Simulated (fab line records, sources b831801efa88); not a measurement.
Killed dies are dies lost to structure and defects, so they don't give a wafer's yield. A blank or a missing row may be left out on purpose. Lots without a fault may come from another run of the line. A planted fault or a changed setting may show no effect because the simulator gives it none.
A struck lot beside a sound one | flow gf180mcu | 15 steps out of a route of 602
Sound: wafers L832.3, L832.5, L832.6. Struck: wafers L844.2, L844.3, L844.5. The cause comes at the end.
At each step with rows: each side's tool, then ch and its chambers, then its first start. Under that, the readings that differ: sound wafers | struck wafers | difference of the means | sigmas: that difference in standard deviations of wafers without a fault.
alike: readings whose means differ by less than 2 such deviations, and words and numbers that are the same on both sides. not compared: withheld readings, readings that some wafer has no value for, bounds like >300 that may hide the same value, and numbers for which the record gives no deviation and whose values overlap.
The two part at a step that has a row with sigmas, a row that says differs or no value, or rows on one side only. Numbers that don't overlap but have no deviation are shown without sigmas and don't part them. A reading that every wafer of one side lacks parts them only if that side has two wafers or more.

first, 3 steps without rows for these wafers: GF_MVSD_EXPOSE_04 (exposes mask MVSD, target cd 1000 nm); GF_MVSD_PEB_05; GF_MVSD_DEVELOP_06 (develop time 60 s).
GF_MVSD_OVL_MEAS_07:
  sound on overlay-01, day 4 18:14; struck on overlay-01, day 7 10:22
  alike: MVSD_OVL
then, 2 steps without rows for these wafers: GF_MVSD_IMPLANT_08; GF_MVSD_IMPLANT_09.
GF_MVSD_STRIP_10: strips in O2/N2.
  sound on plasma_asher-03 ch 0,1, day 4 18:35; struck on plasma_asher-03 ch 0,1, day 7 10:42
  alike: drypump_motor_current_A, heater_power_w, oes_product_au, strip_time_to_endpoint_s
  not compared: rf_hours_counter_h
GF_MVSD_TW_MEAS_11:
  sound on film_metro-04, day 4 18:40; struck on film_metro-04, day 7 10:49
  alike: MVSD_TW
then, 4 steps without rows for these wafers: GF_MVPSD_DEHYDRATE_00 (time 60 s); GF_MVPSD_HMDS_01 (prime time 60 s); GF_MVPSD_COAT_02 (resist thk 3000 nm); GF_MVPSD_SOFTBAKE_03.
GF_MVPSD_EXPOSE_04: exposes mask MVPSD, target cd 1000 nm.
  sound on iline_stepper-02 ch 0, day 5 01:34; struck on iline_stepper-01 ch 0, day 7 18:31
  reading                       | sound                   | struck               | difference | sigmas
  model.MVPSD.overlay_x_nm (nm) | 0.01391 0.01391 0.01391 | 0.7731 0.7731 0.7731 | +0.7592    |
  alike: mask
then, 1 step without rows for these wafers: GF_MVPSD_PEB_05.
-- the record jumps here: 25 days lie between the struck wafers' starts before and after (it left off in module MVPSD and takes up again in module PASSIVATION, whose first step shown is number 602 of the route) --
GF_PASSIVATION_PROBE_99:
  the record has rows for the struck wafers here (prober-01, day 32 14:50) and none for the sound ones

WHERE THEY PART
Only at GF_PASSIVATION_PROBE_99, within this record.

WHY: what the simulator had put in
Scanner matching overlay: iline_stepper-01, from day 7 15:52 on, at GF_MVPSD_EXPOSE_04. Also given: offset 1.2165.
